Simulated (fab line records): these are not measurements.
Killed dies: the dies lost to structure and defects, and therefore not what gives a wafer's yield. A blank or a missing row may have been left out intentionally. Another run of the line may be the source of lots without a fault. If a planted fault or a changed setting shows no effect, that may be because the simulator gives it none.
Problem report in the 8D (eight disciplines) form, filled by code	flow gf180mcu	the parts of the form that need people (team, actions taken, sign-off) are left out

1. THE ISSUE
NWELL_RS at GF_VT_IMPLANT_RS_MEAS_47 reads a mean of 499.5 ohm/sq on 6 wafers of 2 lots; wafers without a fault read 487.1 ohm/sq with a standard deviation of 1.5. Relative to the usual mean, that is a shift of +8.3 standard deviations.
The step: measures by four-point-probe.
Seen first at day 9 23:04 on film_metro-01, wafer L810.2. The record holds 39 wafers of 13 lots with a number at this step. By rule, "out" or "out of limits" means more than 4 standard deviations away from the usual mean. The other wafers with a number count as sound.

2. WHAT THIS IS AND IS NOT
question	is	is not
which readings at this step	NWELL_RS	-
which lots	L810, L811	L801, L803, L804, L807, L813, L816, L817, L818, L820, L821, L824
which wafers of those lots	all that have a number	-
read on which gauges	film_metro-01, film_metro-04	film_metro-02
when	from day 9 23:04	up to then (12 sound wafers); but 21 sound wafers of L813, L816, L817, L818, L820, L821, L824 came after

3. THE SUSPECTS, EACH WITH WHAT RULES IT OUT
Counting: a tool at a process step up to the reading stays a suspect if it ran every lot that is out and no sound lot after the first of them.
- the gauge at GF_VT_IMPLANT_RS_MEAS_47 is ruled out. The wafers that are out were read on 2 gauges (film_metro-01, film_metro-04).
- implanter-04 at GF_NWELL_IMPLANT_08: kept. All lots that are out passed through it, beginning with L810 at day 5 07:17, and no sound lot followed; its final sound lot before that point was L801 at day 3 10:37. Out on those wafers are its own readings of beam_energy_keV.
Left after counting: implanter-04 at GF_NWELL_IMPLANT_08.

4. THE CAUSE (what the simulator had put in)
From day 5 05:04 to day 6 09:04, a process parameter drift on implanter-04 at GF_NWELL_IMPLANT_08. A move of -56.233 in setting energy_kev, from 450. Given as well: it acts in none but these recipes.
After counting, this tool was the only one left.

5. THE CHAIN OF EFFECTS, in route order
Each row: a reading whose mean over the struck wafers that have a number lies more than 3 standard deviations from the usual. Readings are gone through only where the record gives a usual standard deviation; hours: the median, over the lots, of the time from a lot's start at the first step in this table giving one to that lot's start at this step; sigmas: the change measured in usual standard deviations.
hours	step	reading	usual	on struck wafers	change	sigmas
0	GF_NWELL_IMPLANT_08	beam_energy_keV	450.02	393.76	-56.26	-99 or more
114	GF_VT_IMPLANT_RS_MEAS_47	NWELL_RS	487.1 ohm/sq	499.5	+12.4	+8.3
The process steps in it:
- GF_NWELL_IMPLANT_08
At these later measuring or inspecting steps, every struck wafer for which the step has a row has a number for every such reading, and none has moved that far: GF_VT_IMPLANT_RS_MEAS_48.

6. WHAT WOULD HAVE CAUGHT IT SOONER
114 hours passed between the start of the fault at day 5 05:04 and the first reading out of limits at a measuring or inspecting step in this record, taken at day 9 23:04.
At GF_NWELL_IMPLANT_08, the tool's own readings (beam_energy_keV) were out on each struck wafer the step has a row for, so an alarm limit on them would have fired on the first such wafer.
Lots out: 2; all had begun GF_NWELL_IMPLANT_08 on implanter-04 by day 9 23:04. Tool hold at that time: it would have spared none of them.
